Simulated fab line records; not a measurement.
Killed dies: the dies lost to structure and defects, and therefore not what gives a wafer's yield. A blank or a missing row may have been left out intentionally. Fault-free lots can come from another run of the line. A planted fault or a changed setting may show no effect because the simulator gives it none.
Which tool was responsible? + flow gf180mcu + 13 lots with 39 wafers sampled at 6 steps, on a route of 602 steps

## WHAT EACH GAUGE READ, for each wafer
GF_STI_THK_MEAS_02.
| lot  | measured    | on           | STI_OXIDATION_THK (nm) |
|------|-------------|--------------|------------------------|
| L949 | day 1 11:31 | filmMetro-02 | 9.93 10.02 10.13       |
| L950 | day 1 17:01 | filmMetro-03 | 9.94 10.18 10.16       |
| L951 | day 1 21:35 | filmMetro-03 | 9.76 9.81 10.06        |
| L952 | day 2 02:31 | filmMetro-02 | 10.05 9.92 9.95        |
| L953 | day 2 08:42 | filmMetro-03 | 10.06 10.23 10.15      |
| L954 | day 2 12:31 | filmMetro-02 | 10.32 10.12 10.15      |
| L955 | day 2 18:34 | filmMetro-04 | 10.17 10.20 10.18      |
| L956 | day 2 22:56 | filmMetro-02 | 9.90 9.75 9.80         |
| L957 | day 3 03:31 | filmMetro-03 | 9.59 9.80 9.83         |
| L958 | day 3 08:31 | filmMetro-04 | 9.96 9.86 9.87         |
| L964 | day 4 14:32 | filmMetro-02 | 9.91 9.99 10.07        |
| L969 | day 5 17:01 | filmMetro-04 | 9.80 9.88 9.81         |
| L971 | day 6 01:31 | filmMetro-04 | 10.42 10.32 10.22      |

GF_STI_THK_MEAS_24.
| lot  | measured    | on           | STI_CVD_23_THK (nm) |
|------|-------------|--------------|---------------------|
| L949 | day 2 03:28 | filmMetro-04 | 651 661 658         |
| L950 | day 2 09:58 | filmMetro-03 | 654 661 654         |
| L951 | day 2 14:51 | filmMetro-03 | 655 653 655         |
| L952 | day 2 18:30 | filmMetro-03 | 627 636 639         |
| L953 | day 3 00:26 | filmMetro-03 | 646 651 652         |
| L954 | day 3 04:37 | filmMetro-02 | 652 638 636         |
| L955 | day 3 10:52 | filmMetro-02 | 643 641 644         |
| L956 | day 3 16:25 | filmMetro-02 | 650 638 641         |
| L957 | day 3 20:05 | filmMetro-02 | 644 644 634         |
| L958 | day 4 01:54 | filmMetro-04 | 657 650 650         |
| L964 | day 5 10:25 | filmMetro-02 | 652 652 665         |
| L969 | day 6 11:17 | filmMetro-02 | 652 652 649         |
| L971 | day 6 21:04 | filmMetro-03 | 648 646 640         |

GF_NWELL_TW_MEAS_11.
| lot  | measured    | on           | NWELL_TW       |
|------|-------------|--------------|----------------|
| L949 | day 3 07:02 | filmMetro-01 | 1566 1567 1568 |
| L950 | day 3 14:11 | filmMetro-04 | 1559 1559 1557 |
| L951 | day 3 19:15 | filmMetro-01 | 1562 1565 1567 |
| L952 | day 3 23:47 | filmMetro-02 | 1554 1562 1553 |
| L953 | day 4 05:35 | filmMetro-02 | 1558 1563 1561 |
| L954 | day 4 09:26 | filmMetro-02 | 1568 1566 1570 |
| L955 | day 4 16:38 | filmMetro-01 | 1558 1561 1556 |
| L956 | day 4 21:44 | filmMetro-01 | 1561 1561 1572 |
| L957 | day 5 02:02 | filmMetro-01 | 1565 1559 1557 |
| L958 | day 5 08:22 | filmMetro-01 | 1913 1906 1904 |
| L964 | day 6 19:31 | filmMetro-04 | 1552 1547 1552 |
| L969 | day 7 21:25 | filmMetro-02 | 1905 1917 1918 |
| L971 | day 8 08:17 | filmMetro-01 | 1563 1560 1554 |

GF_VT_IMPLANT_RS_MEAS_47: measures by four-point-probe.
| lot  | measured     | on           | NWELL_RS (ohm/sq) |
|------|--------------|--------------|-------------------|
| L949 | day 7 11:28  | filmMetro-04 | 486.9 487.1 488.7 |
| L950 | day 7 20:05  | filmMetro-01 | 488.2 488.1 488.9 |
| L951 | day 8 01:40  | filmMetro-04 | 488.9 488.5 488.8 |
| L952 | day 8 07:49  | filmMetro-02 | 489.0 487.8 487.8 |
| L953 | day 8 16:05  | filmMetro-02 | 486.8 486.2 486.1 |
| L954 | day 8 21:55  | filmMetro-01 | 488.0 486.4 487.3 |
| L955 | day 9 05:49  | filmMetro-04 | 488.8 489.0 488.6 |
| L956 | day 9 13:10  | filmMetro-04 | 487.1 488.4 487.5 |
| L957 | day 9 17:52  | filmMetro-02 | 486.7 487.5 487.6 |
| L958 | day 10 01:35 | filmMetro-04 | 348.8 348.3 349.6 |
| L964 | day 11 22:19 | filmMetro-02 | 486.3 485.7 487.3 |
| L969 | day 13 07:49 | filmMetro-04 | 349.0 349.4 348.9 |
| L971 | day 13 22:04 | filmMetro-04 | 490.1 491.0 488.6 |

## EACH LOT AND THE TOOL THAT RAN IT (in order: tool; ch and the chambers of the sampled wafers; start)
| lot  | GF_STI_ETCH_13                   | GF_NWELL_IMPLANT_08            |
|------|----------------------------------|--------------------------------|
| L949 | rieDiel-01 ch 1,3, day 2 01:35   | implanter-04 ch 0, day 3 06:38 |
| L950 | rieDiel-02 ch 1,2, day 2 07:52   | implanter-04 ch 0, day 3 13:48 |
| L951 | rieDiel-01 ch 0,3, day 2 12:56   | implanter-01 ch 0, day 3 18:53 |
| L952 | rieDiel-03 ch 0,1,2, day 2 16:04 | implanter-02 ch 0, day 3 23:23 |
| L953 | rieDiel-02 ch 0,1,2, day 2 22:34 | implanter-04 ch 0, day 4 05:12 |
| L954 | rieDiel-01 ch 1,3, day 3 02:43   | implanter-02 ch 0, day 4 09:02 |
| L955 | rieDiel-02 ch 0,1,2, day 3 08:58 | implanter-02 ch 0, day 4 16:14 |
| L956 | rieDiel-01 ch 1,2,3, day 3 14:13 | implanter-01 ch 0, day 4 21:20 |
| L957 | rieDiel-02 ch 1,2, day 3 18:13   | implanter-04 ch 0, day 5 01:38 |
| L958 | rieDiel-02 ch 1,3, day 4 00:01   | implanter-01 ch 0, day 5 07:40 |
| L964 | rieDiel-03 ch 0,3, day 5 07:10   | implanter-04 ch 0, day 6 19:10 |
| L969 | rieDiel-02 ch 2,3, day 6 09:25   | implanter-01 ch 0, day 7 20:43 |
| L971 | rieDiel-02 ch 0,1,3, day 6 18:55 | implanter-04 ch 0, day 8 07:53 |
- GF_STI_ETCH_13: etches the open film in CHF3/O2, stops on Si, target depth 282.31 nm, time 112.9 s.
- GF_NWELL_IMPLANT_08

## WHAT THE TOOLS THEMSELVES READ (means of the sampled wafers that have a number; where no wafer has one, the mark that the record gives instead)
GF_STI_ETCH_13.
| lot  | tool       | drypumpMotorCurrentA (A) | oesProductAu (a.u.) | throttleValvePct (%) |
|------|------------|--------------------------|---------------------|----------------------|
| L949 | rieDiel-01 | 5.9                      | 0.835               | 8.807                |
| L950 | rieDiel-02 | 5.6                      | 0.831               | 8.807                |
| L951 | rieDiel-01 | 5.8                      | 0.838               | 8.812                |
| L952 | rieDiel-03 | 6.0                      | 0.828               | 8.802                |
| L953 | rieDiel-02 | 5.4                      | 0.827               | 8.812                |
| L954 | rieDiel-01 | 5.9                      | 0.839               | 8.805                |
| L955 | rieDiel-02 | 5.4                      | 0.824               | 8.807                |
| L956 | rieDiel-01 | 6.0                      | 0.826               | 8.808                |
| L957 | rieDiel-02 | 5.3                      | 0.831               | 8.810                |
| L958 | rieDiel-02 | 6.0                      | 0.828               | 8.807                |
| L964 | rieDiel-03 | 5.1                      | 0.840               | 8.808                |
| L969 | rieDiel-02 | 5.7                      | 0.840               | 8.819                |
| L971 | rieDiel-02 | 5.7                      | 0.834               | 8.818                |

GF_NWELL_IMPLANT_08.
| lot  | tool         | tiltDeg (degrees) |
|------|--------------|-------------------|
| L949 | implanter-04 | -0.020            |
| L950 | implanter-04 | -0.025            |
| L951 | implanter-01 | 0.013             |
| L952 | implanter-02 | -0.001            |
| L953 | implanter-04 | 0.002             |
| L954 | implanter-02 | 0.053             |
| L955 | implanter-02 | -0.001            |
| L956 | implanter-01 | -0.009            |
| L957 | implanter-04 | -0.019            |
| L958 | implanter-01 | 0.030             |
| L964 | implanter-04 | -0.003            |
| L969 | implanter-01 | -0.009            |
| L971 | implanter-04 | -0.029            |

## THE ANSWER, worked out from the rows above alone
Rule: usual is defined by the lots themselves. Put in order of their means at a reading, lots are off if they are a third of the lots or fewer, leave a main group of 4 or more, and stand apart from it by a gap of 3 or more times the standard deviation of the main group's means; of several such gaps the widest counts. The tables above print the reading to a certain number of digits; a main group whose means all agree to those digits is not used. Also off: a lot with no number at a reading for which 4 or more lots have one. Where the step has rows for the other lots, those lots are counted as sound. Order of review: gauges by route order, followed by the tools' own readings, for which a lot's mean as printed above is used. The first step at which some lot is off is used, and at that step the reading that is off furthest; a lot without a number counts as furthest.
Off: at GF_NWELL_TW_MEAS_11 (NWELL_TW), L958, L969. The main group has a mean of 1561 with a standard deviation of 4.9.
A tool fits if, at a process step before that reading, it ran every lot that is off, and no sound lot after the first of them. The gauges at GF_NWELL_TW_MEAS_11 aren't tried: what is off there is off at GF_VT_IMPLANT_RS_MEAS_47 too, on other tools, and a gauge's error can't cause that. One fits: implanter-01 at GF_NWELL_IMPLANT_08. A fault onset in the window from L956 (day 4 21:20, its last sound lot) to L958 (day 5 07:40, its first lot off) fits.

## WHAT THE SIMULATOR PUT IN
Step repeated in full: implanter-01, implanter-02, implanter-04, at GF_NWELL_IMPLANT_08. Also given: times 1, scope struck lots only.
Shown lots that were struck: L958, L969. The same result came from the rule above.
